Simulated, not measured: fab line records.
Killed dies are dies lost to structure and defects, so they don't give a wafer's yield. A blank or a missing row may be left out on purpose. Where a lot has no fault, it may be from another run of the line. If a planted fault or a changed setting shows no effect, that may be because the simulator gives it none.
fab line records	flow sky130	part 1 of 2: steps 1 to 25 of 34
[record] lots = 5	wafers = 15	last_day = 49
route steps=708 shown VT_ADJUST_HVTR@142 VT_ADJUST_PCH@143 SONOS_TUNNEL@154 SONOS_ONO@168
lots untouched by any fault: they come from a run of this same line in which no faults occurred
start_h: hours from the record's first day to the start of the lot's first wafer shown	wait_h: hours from the lot's prior step to this one	" as in the row above	L1.1+2: several wafers, shown together as one row	- no value present, or no start provided	* or withheld: withheld	< > ~ a bound
route shown NAME@n: a module of which the file shows steps, and the number in the route of the first	usual: mean and standard deviation over wafers with no fault	same: alike in all rows	chamber/n: place in a boat	sites: per-site readings	_std_site: standard deviation of those values	_edge_site: mean of outer sites minus mean of inner sites	radius_mm: how far each site lies from the wafer's centre	mask NAME#n: copy n	behind: the last tool/chamber to shape the wafer	hold: reason for holding the lot/hours on hold/outcome of the hold	device: transistor that didn't switch, given as n, p or np	end of line: tests of these same wafers at the route's end	where a step has no rows: the recipe by itself	killed: the dies lost at the first sort to structure and to defects; this is not the yield of the wafer	map: per-die view of a wafer (x killed, . not killed, _ where there is no die)
set.NAME: the setting the step ran with; set.NAME@STEP: the setting that earlier step ran with	model.NAME: the simulator's own value behind a step, which no gauge read
lots at some steps of the route; a table a step, a row a wafer
services: the hour from which a tool's chamber was out of use, counted from the record's first day as start_h (under 0 if before that day), plus the number of hours and why
[[steps]]
[step SKY_VT_ADJUST_HVTR_TW_MEAS_11]
[usual] VT_ADJUST_HVTR_TW = 208.5/1.2
lot.wafer	tool	chamber	start_h	wait_h	VT_ADJUST_HVTR_TW
L081.1	film_metro-01	-	265.99	0.1	206.7
L081.5	"	-	"	"	208.2
L081.6	"	-	"	"	206.8
L085.1	film_metro-03	-	302.79	0.1	207.7
L085.2	"	-	"	"	206.8
L085.4	"	-	"	"	207.5
L084.1	film_metro-01	-	303.59	0.1	207.0
L084.5	"	-	"	"	209.0
L084.6	"	-	"	"	208.4
L090.3	film_metro-01	-	327.44	0.1	210.6
L090.4	"	-	"	"	208.7
L090.6	"	-	"	"	209.6
L091.2	film_metro-04	-	331.00	0.1	209.7
L091.3	"	-	"	"	210.2
L091.4	"	-	"	"	210.9
[step SKY_VT_ADJUST_PCH_DEHYDRATE_00]
[recipe] temp_c = 200	time_s = 60
[usual] chill_plate_temp_C = 23.01/0.1	exhaust_pa = 45.0/1
lot.wafer	tool	chamber	start_h	wait_h	chill_plate_temp_C	exhaust_pa
L081.1	litho_track-02	0	277.47	11.5	23.01	44.3
L081.5	"	0	"	"	23.07	45.5
L081.6	"	0	"	"	23.03	45.0
L085.1	litho_track-02	0	315.07	12.3	22.87	45.6
L085.2	"	0	"	"	23.11	46.4
L085.4	"	0	"	"	22.94	45.6
L084.1	litho_track-02	0	315.72	12.1	23.15	45.2
L084.5	"	0	"	"	23.03	45.2
L084.6	"	0	"	"	23.25	45.5
L090.3	litho_track-02	0	341.02	13.6	23.01	45.1
L090.4	"	0	"	"	22.81	46.4
L090.6	"	0	"	"	23.15	46.0
L091.2	litho_track-03	0	344.26	13.2	23.08	46.2
L091.3	"	0	"	"	23.11	42.9
L091.4	"	0	"	"	22.99	44.3
[step SKY_VT_ADJUST_PCH_HMDS_01]
[recipe] prime_time_s = 60	prime_temp_c = 120
[usual] chill_plate_temp_C = 22.98/0.1	exhaust_pa = 45.0/0.87
[same] prime_time_s = 60
lot.wafer	tool	chamber	start_h	wait_h	chill_plate_temp_C	exhaust_pa
L081.1	litho_track-02	0	277.62	0.1	22.91	44.5
L081.5	"	0	"	"	23.00	43.3
L081.6	"	0	"	"	23.06	44.0
L085.1	litho_track-02	0	315.22	0.1	22.89	42.8
L085.2	"	0	"	"	22.87	45.8
L085.4	"	0	"	"	22.81	44.8
L084.1	litho_track-02	0	315.87	0.1	23.04	43.7
L084.5	"	0	"	"	22.95	45.1
L084.6	"	0	"	"	23.08	44.9
L090.3	litho_track-02	0	341.17	0.1	22.97	44.5
L090.4	"	0	"	"	22.99	44.3
L090.6	"	0	"	"	23.04	44.4
L091.2	litho_track-03	0	344.41	0.1	22.93	44.7
L091.3	"	0	"	"	22.99	44.8
L091.4	"	0	"	"	22.89	44.6
[step SKY_VT_ADJUST_PCH_COAT_02]
[recipe] spin_rpm = 2000	resist_thk_nm = 3000
[usual] chill_plate_temp_C = 22.98/0.12	exhaust_pa = 45.0/0.9	spin_speed_rpm = 2000.3/1.9
lot.wafer	tool	chamber	start_h	wait_h	chill_plate_temp_C	exhaust_pa	spin_speed_rpm
L081.1	litho_track-02	0	277.77	0.1	23.04	44.2	2000.1
L081.5	"	0	"	"	22.95	45.0	1997.6
L081.6	"	0	"	"	22.91	44.2	1999.3
L085.1	litho_track-02	0	315.37	0.1	22.82	46.3	2001.4
L085.2	"	0	"	"	22.96	45.3	1995.7
L085.4	"	0	"	"	22.87	45.3	2004.7
L084.1	litho_track-02	0	316.02	0.1	22.95	45.3	1999.6
L084.5	"	0	"	"	23.06	45.3	1997.7
L084.6	"	0	"	"	22.98	45.4	2002.5
L090.3	litho_track-02	0	341.32	0.1	22.96	44.3	2000.3
L090.4	"	0	"	"	23.00	44.4	1997.1
L090.6	"	0	"	"	23.13	44.8	1999.7
L091.2	litho_track-03	0	344.56	0.1	22.87	46.3	1999.2
L091.3	"	0	"	"	22.98	46.4	2002.3
L091.4	"	0	"	"	23.00	46.0	1999.6
[step SKY_VT_ADJUST_PCH_SOFTBAKE_03]
[recipe] temp_c = 110	time_s = withheld
[usual] chill_plate_temp_C = 22.99/0.1	exhaust_pa = 45.0/0.88
lot.wafer	tool	chamber	start_h	wait_h	chill_plate_temp_C	exhaust_pa
L081.1	litho_track-02	0	277.92	0.1	22.98	44.1
L081.5	"	0	"	"	23.07	46.2
L081.6	"	0	"	"	23.10	45.5
L085.1	litho_track-02	0	315.52	0.1	23.08	45.5
L085.2	"	0	"	"	22.97	45.0
L085.4	"	0	"	"	23.13	45.1
L084.1	litho_track-02	0	316.17	0.1	23.17	45.5
L084.5	"	0	"	"	22.96	45.3
L084.6	"	0	"	"	23.10	45.7
L090.3	litho_track-02	0	341.48	0.1	22.91	44.6
L090.4	"	0	"	"	22.95	44.9
L090.6	"	0	"	"	23.06	43.9
L091.2	litho_track-03	0	344.72	0.1	22.98	43.4
L091.3	"	0	"	"	22.97	43.3
L091.4	"	0	"	"	22.97	42.8
[step SKY_VT_ADJUST_PCH_EXPOSE_04]
[recipe] mask_id = NWM	na = 0.6	source_shape = conventional	sigma_outer = 0.6	polarization = unpolarized	target_cd_nm = 840	dose_mj = 255
lot.wafer	tool	chamber	start_h	wait_h	mask
L081.1+5+6	iline_stepper-02	0	-	-	NWM#0
L085.1+2+4	iline_stepper-01	0	-	-	NWM#0
L084.1+5+6	iline_stepper-01	0	-	-	NWM#0
L090.3+4+6	iline_stepper-02	0	-	-	NWM#0
L091.2+3+4	iline_stepper-01	0	-	-	NWM#0
[step SKY_VT_ADJUST_PCH_PEB_05]
[recipe] temp_c = 115	time_s = withheld
[usual] chill_plate_temp_C = 23.01/0.094	exhaust_pa = 45.1/0.93
lot.wafer	tool	chamber	start_h	wait_h	chill_plate_temp_C	exhaust_pa
L081.1	litho_track-02	0	-	-	22.98	46.0
L081.5	"	0	"	"	22.97	44.8
L081.6	"	0	"	"	23.03	45.6
L085.1	litho_track-03	0	-	-	23.19	43.2
L085.2	"	0	"	"	23.05	44.3
L085.4	"	0	"	"	22.98	44.6
L084.1	litho_track-01	0	-	-	22.82	43.8
L084.5	"	0	"	"	22.97	44.0
L084.6	"	0	"	"	22.98	43.0
L090.3	litho_track-02	0	-	-	23.07	45.8
L090.4	"	0	"	"	23.17	46.5
L090.6	"	0	"	"	23.15	45.6
L091.2	litho_track-03	0	-	-	23.05	45.9
L091.3	"	0	"	"	22.97	44.7
L091.4	"	0	"	"	22.98	45.2
[step SKY_VT_ADJUST_PCH_DEVELOP_06]
[recipe] wall_angle_deg = 90	developer = TMAH	develop_time_s = 60	dev_temp_c = 23
[usual] chill_plate_temp_C = 23.02/0.11	exhaust_pa = 44.8/0.83
lot.wafer	tool	chamber	start_h	wait_h	chill_plate_temp_C	exhaust_pa
L081.1	litho_track-02	0	-	-	23.14	45.3
L081.5	"	0	"	"	23.11	44.7
L081.6	"	0	"	"	22.90	43.7
L085.1	litho_track-03	0	-	-	23.12	44.8
L085.2	"	0	"	"	23.07	45.3
L085.4	"	0	"	"	22.90	44.3
L084.1	litho_track-01	0	-	-	22.87	43.9
L084.5	"	0	"	"	23.04	44.4
L084.6	"	0	"	"	23.00	44.7
L090.3	litho_track-02	0	-	-	23.06	45.3
L090.4	"	0	"	"	22.99	44.7
L090.6	"	0	"	"	22.94	45.0
L091.2	litho_track-03	0	-	-	23.16	43.7
L091.3	"	0	"	"	23.02	43.7
L091.4	"	0	"	"	23.07	43.9
[step SKY_VT_ADJUST_PCH_OVL_MEAS_07]
[usual] VT_ADJUST_PCH_OVL = -0.7/1.5
lot.wafer	tool	chamber	start_h	wait_h	VT_ADJUST_PCH_OVL[nm]
L081.1	overlay-02	-	290.42	-	1.5
L081.5	"	-	"	"	-0.3
L081.6	"	-	"	"	0.9
L085.1	overlay-01	-	328.88	-	-0.7
L085.2	"	-	"	"	1.8
L085.4	"	-	"	"	0.5
L084.1	overlay-02	-	329.33	-	-0.9
L084.5	"	-	"	"	0.2
L084.6	"	-	"	"	0.3
L090.3	overlay-01	-	354.68	-	0.1
L090.4	"	-	"	"	-1.3
L090.6	"	-	"	"	-0.7
L091.2	overlay-01	-	358.70	-	0.4
L091.3	"	-	"	"	0.1
L091.4	"	-	"	"	-0.9
[step SKY_VT_ADJUST_PCH_IMPLANT_08]
[recipe] species = B	energy_kev = 10	dose_cm2 = 5e+11	tilt_deg = withheld
lot.wafer	tool	chamber	start_h	wait_h
L081.1+5+6	implanter-04	0	290.45	0.0
L085.1+2+4	implanter-03	0	328.92	0.0
L084.1+5+6	implanter-04	0	329.37	0.0
L090.3+4+6	implanter-03	0	354.75	0.1
L091.2+3+4	implanter-03	0	358.76	0.0
[step SKY_VT_ADJUST_PCH_STRIP_09]
[recipe] chemistry = O2/N2	power_w = 1400	pressure_mtorr = 1500	platen_temp_c = withheld	o2_flow_sccm = 3000	n2_flow_sccm = 300	overash_fraction = 0.5
[usual] drypump_motor_current_A = 5.7/0.38	o2_flow_sccm = 2999/8.7	oes_product_au = 0.722/0.0045	strip_time_to_endpoint_s = 37.00/0.1
lot.wafer	tool	chamber	start_h	wait_h	drypump_motor_current_A	o2_flow_sccm	oes_product_au	rf_hours_counter_h	strip_time_to_endpoint_s
L081.1	plasma_asher-04	1	290.60	0.1	5.8	2990	0.724	47	37.18
L081.5	"	1	"	"	5.8	2989	0.719	-	37.17
L081.6	"	0	"	"	5.4	3002	0.723	-	37.21
L085.1	plasma_asher-01	1	329.07	0.1	5.3	3003	0.725	21	37.03
L085.2	"	0	"	"	5.4	2994	0.729	21	37.02
L085.4	"	0	"	"	5.4	2988	0.727	-	37.06
L084.1	plasma_asher-02	1	329.52	0.1	5.4	3000	0.726	63	37.00
L084.5	"	1	"	"	5.4	2991	0.723	-	37.00
L084.6	"	0	"	"	6.3	2999	0.730	-	36.91
L090.3	plasma_asher-01	0	354.88	0.1	5.3	3019	0.724	-	36.90
L090.4	"	1	"	"	5.3	2996	0.726	-	36.86
L090.6	"	1	"	"	5.3	2995	0.719	-	36.85
L091.2	plasma_asher-01	1	358.88	0.1	5.3	3004	0.724	24	37.07
L091.3	"	1	"	"	5.3	2998	0.716	-	37.12
L091.4	"	0	"	"	5.4	3019	0.724	-	36.98
[step SKY_VT_ADJUST_PCH_TW_MEAS_10]
[usual] VT_ADJUST_PCH_TW = 141.2/1.3
lot.wafer	tool	chamber	start_h	wait_h	VT_ADJUST_PCH_TW
L081.1	film_metro-01	-	290.70	0.1	140.3
L081.5	"	-	"	"	140.8
L081.6	"	-	"	"	140.7
L085.1	film_metro-04	-	329.17	0.1	142.5
L085.2	"	-	"	"	141.5
L085.4	"	-	"	"	141.0
L084.1	film_metro-01	-	329.62	0.1	141.4
L084.5	"	-	"	"	141.5
L084.6	"	-	"	"	142.2
L090.3	film_metro-04	-	354.97	0.1	143.5
L090.4	"	-	"	"	143.6
L090.6	"	-	"	"	143.4
L091.2	film_metro-04	-	358.99	0.1	143.8
L091.3	"	-	"	"	142.8
L091.4	"	-	"	"	143.3
[step SKY_SONOS_TUNNEL_DEHYDRATE_00]
[recipe] temp_c = 200	time_s = 60
[usual] chill_plate_temp_C = 22.99/0.11	exhaust_pa = 45.0/0.94
lot.wafer	tool	chamber	start_h	wait_h	chill_plate_temp_C	exhaust_pa
L081.1	litho_track-04	0	302.81	12.1	22.95	46.0
L081.5	"	0	"	"	22.87	44.9
L081.6	"	0	"	"	22.95	45.0
L085.1	litho_track-02	0	342.57	13.4	23.20	45.8
L085.2	"	0	"	"	22.99	45.7
L085.4	"	0	"	"	23.17	45.2
L084.1	litho_track-01	0	343.08	13.5	22.86	45.8
L084.5	"	0	"	"	22.89	45.6
L084.6	"	0	"	"	22.84	46.7
L090.3	litho_track-02	0	368.82	13.8	23.02	44.4
L090.4	"	0	"	"	23.18	44.2
L090.6	"	0	"	"	23.01	45.6
L091.2	litho_track-04	0	371.94	12.9	22.94	47.6
L091.3	"	0	"	"	22.95	48.2
L091.4	"	0	"	"	22.92	45.5
[step SKY_SONOS_TUNNEL_HMDS_01]
[recipe] prime_time_s = 60	prime_temp_c = 120
[usual] chill_plate_temp_C = 23.02/0.11	exhaust_pa = 45.1/0.96
[same] prime_time_s = 60
lot.wafer	tool	chamber	start_h	wait_h	chill_plate_temp_C	exhaust_pa
L081.1	litho_track-04	0	302.96	0.1	23.06	46.1
L081.5	"	0	"	"	22.84	46.6
L081.6	"	0	"	"	22.96	46.2
L085.1	litho_track-02	0	342.72	0.1	23.16	44.5
L085.2	"	0	"	"	23.08	45.7
L085.4	"	0	"	"	23.23	45.2
L084.1	litho_track-01	0	343.23	0.1	22.96	43.9
L084.5	"	0	"	"	23.01	45.3
L084.6	"	0	"	"	23.03	43.9
L090.3	litho_track-02	0	368.97	0.1	22.97	45.6
L090.4	"	0	"	"	22.87	45.7
L090.6	"	0	"	"	22.93	46.3
L091.2	litho_track-04	0	372.09	0.1	23.14	44.9
L091.3	"	0	"	"	22.96	44.4
L091.4	"	0	"	"	22.94	44.5
[step SKY_SONOS_TUNNEL_COAT_02]
[recipe] resist = NOVOLAK	spin_rpm = 3000	resist_thk_nm = 1140
[usual] chill_plate_temp_C = 22.98/0.11	exhaust_pa = 44.9/0.88	spin_speed_rpm = 3000.1/2.3
lot.wafer	tool	chamber	start_h	wait_h	chill_plate_temp_C	exhaust_pa	spin_speed_rpm
L081.1	litho_track-04	0	303.11	0.1	23.02	45.8	3000.0
L081.5	"	0	"	"	22.98	43.9	2999.6
L081.6	"	0	"	"	23.21	45.3	3001.2
L085.1	litho_track-02	0	342.87	0.1	23.00	46.9	3000.5
L085.2	"	0	"	"	23.06	45.4	3000.9
L085.4	"	0	"	"	23.08	46.3	3003.9
L084.1	litho_track-01	0	343.38	0.1	22.94	44.4	3000.7
L084.5	"	0	"	"	22.94	45.2	2999.5
L084.6	"	0	"	"	22.97	44.5	3006.6
L090.3	litho_track-02	0	369.12	0.1	22.92	43.9	3001.5
L090.4	"	0	"	"	22.78	45.5	3000.2
L090.6	"	0	"	"	22.87	45.4	3002.6
L091.2	litho_track-04	0	372.24	0.1	22.83	44.0	2999.7
L091.3	"	0	"	"	22.86	44.6	2999.0
L091.4	"	0	"	"	22.94	44.2	3001.3
[step SKY_SONOS_TUNNEL_SOFTBAKE_03]
[recipe] temp_c = 90	time_s = 60	resist = NOVOLAK
[usual] chill_plate_temp_C = 23.00/0.1	exhaust_pa = 45.0/0.82
lot.wafer	tool	chamber	start_h	wait_h	chill_plate_temp_C	exhaust_pa
L081.1	litho_track-04	0	303.26	0.1	22.88	44.4
L081.5	"	0	"	"	23.05	44.8
L081.6	"	0	"	"	22.93	44.3
L085.1	litho_track-02	0	343.02	0.1	22.95	44.3
L085.2	"	0	"	"	23.08	46.1
L085.4	"	0	"	"	23.11	44.8
L084.1	litho_track-01	0	343.53	0.1	22.95	46.0
L084.5	"	0	"	"	22.91	44.6
L084.6	"	0	"	"	22.96	45.6
L090.3	litho_track-02	0	369.27	0.1	23.01	45.3
L090.4	"	0	"	"	23.15	45.4
L090.6	"	0	"	"	23.18	44.2
L091.2	litho_track-04	0	372.39	0.1	23.05	44.3
L091.3	"	0	"	"	23.10	46.5
L091.4	"	0	"	"	23.07	44.5
[step SKY_SONOS_TUNNEL_EXPOSE_04]
[recipe] mask_id = TUNM	na = 0.6	source_shape = conventional	sigma_outer = 0.6	polarization = unpolarized	target_cd_nm = 410	dose_mj = 136
lot.wafer	tool	chamber	start_h	wait_h	mask
L081.1+5+6	iline_stepper-01	0	-	-	TUNM#0
L085.1+2+4	iline_stepper-02	0	-	-	TUNM#0
L084.1+5+6	iline_stepper-02	0	-	-	TUNM#0
L090.3+4+6	iline_stepper-02	0	-	-	TUNM#0
L091.2+3+4	iline_stepper-01	0	-	-	TUNM#0
[step SKY_SONOS_TUNNEL_PEB_05]
[recipe] temp_c = withheld	time_s = *	resist = NOVOLAK
[usual] chill_plate_temp_C = *	exhaust_pa = 44.9/0.84
lot.wafer	tool	chamber	start_h	wait_h	chill_plate_temp_C	exhaust_pa
L081.1	litho_track-04	0	-	-	*	43.8
L081.5	"	0	"	"	*	45.2
L081.6	"	0	"	"	*	44.9
L085.1	litho_track-02	0	-	-	*	43.9
L085.2	"	0	"	"	*	46.0
L085.4	"	0	"	"	*	44.3
L084.1	litho_track-01	0	-	-	*	44.1
L084.5	"	0	"	"	*	45.6
L084.6	"	0	"	"	*	45.4
L090.3	litho_track-04	0	-	-	*	44.5
L090.4	"	0	"	"	*	45.6
L090.6	"	0	"	"	*	44.4
L091.2	litho_track-04	0	-	-	*	44.8
L091.3	"	0	"	"	*	44.5
L091.4	"	0	"	"	*	45.6
[step SKY_SONOS_TUNNEL_DEVELOP_06]
[recipe] resist = NOVOLAK	developer = TMAH	develop_time_s = 60	dev_temp_c = 23
[usual] chill_plate_temp_C = 22.99/0.1	exhaust_pa = 45.0/0.86
lot.wafer	tool	chamber	start_h	wait_h	chill_plate_temp_C	exhaust_pa
L081.1	litho_track-04	0	316.11	0.1	23.00	46.5
L081.5	"	0	"	"	23.03	46.1
L081.6	"	0	"	"	23.02	45.3
L085.1	litho_track-02	0	356.27	0.1	22.98	43.7
L085.2	"	0	"	"	23.08	43.1
L085.4	"	0	"	"	23.07	44.2
L084.1	litho_track-01	0	356.93	0.1	23.08	43.8
L084.5	"	0	"	"	23.04	44.3
L084.6	"	0	"	"	23.12	44.6
L090.3	litho_track-04	0	381.56	0.1	23.04	45.4
L090.4	"	0	"	"	23.02	45.2
L090.6	"	0	"	"	22.91	43.8
L091.2	litho_track-04	0	385.84	0.1	22.95	44.9
L091.3	"	0	"	"	22.91	43.3
L091.4	"	0	"	"	22.89	44.6
[step SKY_SONOS_TUNNEL_CD_MEAS_07]
[recipe] target_cd_nm = 410
[usual] cd_nm = 409.8/2.2
lot.wafer	tool	chamber	start_h	wait_h	cd_nm
L081.1	cd_sem-02	-	316.26	0.1	409.2
L081.5	"	-	"	"	407.9
L081.6	"	-	"	"	408.2
L085.1	cd_sem-02	-	356.42	0.1	409.5
L085.2	"	-	"	"	408.9
L085.4	"	-	"	"	407.8
L084.1	cd_sem-02	-	357.08	0.1	408.7
L084.5	"	-	"	"	409.0
L084.6	"	-	"	"	410.3
L090.3	cd_sem-02	-	381.70	0.1	409.5
L090.4	"	-	"	"	411.2
L090.6	"	-	"	"	409.3
L091.2	cd_sem-01	-	385.98	0.1	414.2
L091.3	"	-	"	"	415.4
L091.4	"	-	"	"	416.2
[step SKY_SONOS_TUNNEL_OVL_MEAS_08]
[usual] SONOS_TUNNEL_OVL = 0.9/1.4
lot.wafer	tool	chamber	start_h	wait_h	SONOS_TUNNEL_OVL[nm]
L081.1	overlay-01	-	316.38	0.1	-2.2
L081.5	"	-	"	"	-1.2
L081.6	"	-	"	"	-0.7
L085.1	overlay-01	-	356.54	0.1	0.9
L085.2	"	-	"	"	0.5
L085.4	"	-	"	"	1.0
L084.1	overlay-01	-	357.20	0.1	-0.1
L084.5	"	-	"	"	-1.5
L084.6	"	-	"	"	-1.0
L090.3	overlay-01	-	381.79	0.1	2.4
L090.4	"	-	"	"	0.5
L090.6	"	-	"	"	1.8
L091.2	overlay-01	-	386.09	0.1	0.3
L091.3	"	-	"	"	-0.9
L091.4	"	-	"	"	0.6
[step SKY_SONOS_TUNNEL_IMPLANT_09]
[recipe] species = B	energy_kev = 20	dose_cm2 = 1e+12	tilt_deg = withheld
lot.wafer	tool	chamber	start_h	wait_h
L081.1+5+6	implanter-02	0	316.42	0.0
L085.1+2+4	implanter-02	0	356.57	0.0
L084.1+5+6	implanter-03	0	357.24	0.0
L090.3+4+6	implanter-03	0	381.87	0.1
L091.2+3+4	implanter-03	0	386.24	0.2
[step SKY_SONOS_TUNNEL_WET_ETCH_10]
[recipe] chemistry = dHF	target_depth_nm = 14	target = SiO2	dilution = 100:1	temp_c = 25	time_s = 280
lot.wafer	tool	chamber	start_h	wait_h
L081.1+5+6	wet_bench-04	2	316.57	0.1
L085.1+2+4	wet_bench-03	0	356.72	0.1
L084.1+5+6	wet_bench-02	3	357.39	0.1
L090.3+4+6	wet_bench-03	0	381.97	0.1
L091.2+3+4	wet_bench-02	3	386.37	0.1
[step SKY_SONOS_TUNNEL_STRIP_11]
[recipe] chemistry = SPM	time_s = 600	temp_c = 130
[usual] bath_guard_temp_C = 129.9/0.78
lot.wafer	tool	chamber	start_h	wait_h	bath_guard_temp_C
L081.1	wet_bench-03	2	316.65	0.0	130.3
L081.5	"	2	"	"	130.0
L081.6	"	2	"	"	130.2
L085.1	wet_bench-02	1	356.82	0.0	130.0
L085.2	"	1	"	"	130.0
L085.4	"	1	"	"	129.9
L084.1	wet_bench-03	3	357.48	0.0	128.8
L084.5	"	3	"	"	129.2
L084.6	"	3	"	"	129.1
L090.3	wet_bench-03	1	382.31	0.0	130.5
L090.4	"	1	"	"	130.6
L090.6	"	1	"	"	130.8
L091.2	wet_bench-02	0	386.46	0.0	129.8
L091.3	"	0	"	"	130.0
L091.4	"	0	"	"	129.7
[step SKY_SONOS_TUNNEL_TW_MEAS_12]
[usual] SONOS_TUNNEL_TW = 194.2/1.2
lot.wafer	tool	chamber	start_h	wait_h	SONOS_TUNNEL_TW
L081.1	film_metro-01	-	316.83	0.0	195.4
L081.5	"	-	"	"	196.4
L081.6	"	-	"	"	196.5
L085.1	film_metro-02	-	356.99	0.0	192.9
L085.2	"	-	"	"	193.9
L085.4	"	-	"	"	193.1
L084.1	film_metro-03	-	357.67	0.0	194.2
L084.5	"	-	"	"	195.1
L084.6	"	-	"	"	194.6
L090.3	film_metro-01	-	383.03	0.0	195.4
L090.4	"	-	"	"	195.6
L090.6	"	-	"	"	195.0
L091.2	film_metro-03	-	386.66	0.0	194.0
L091.3	"	-	"	"	194.1
L091.4	"	-	"	"	195.3
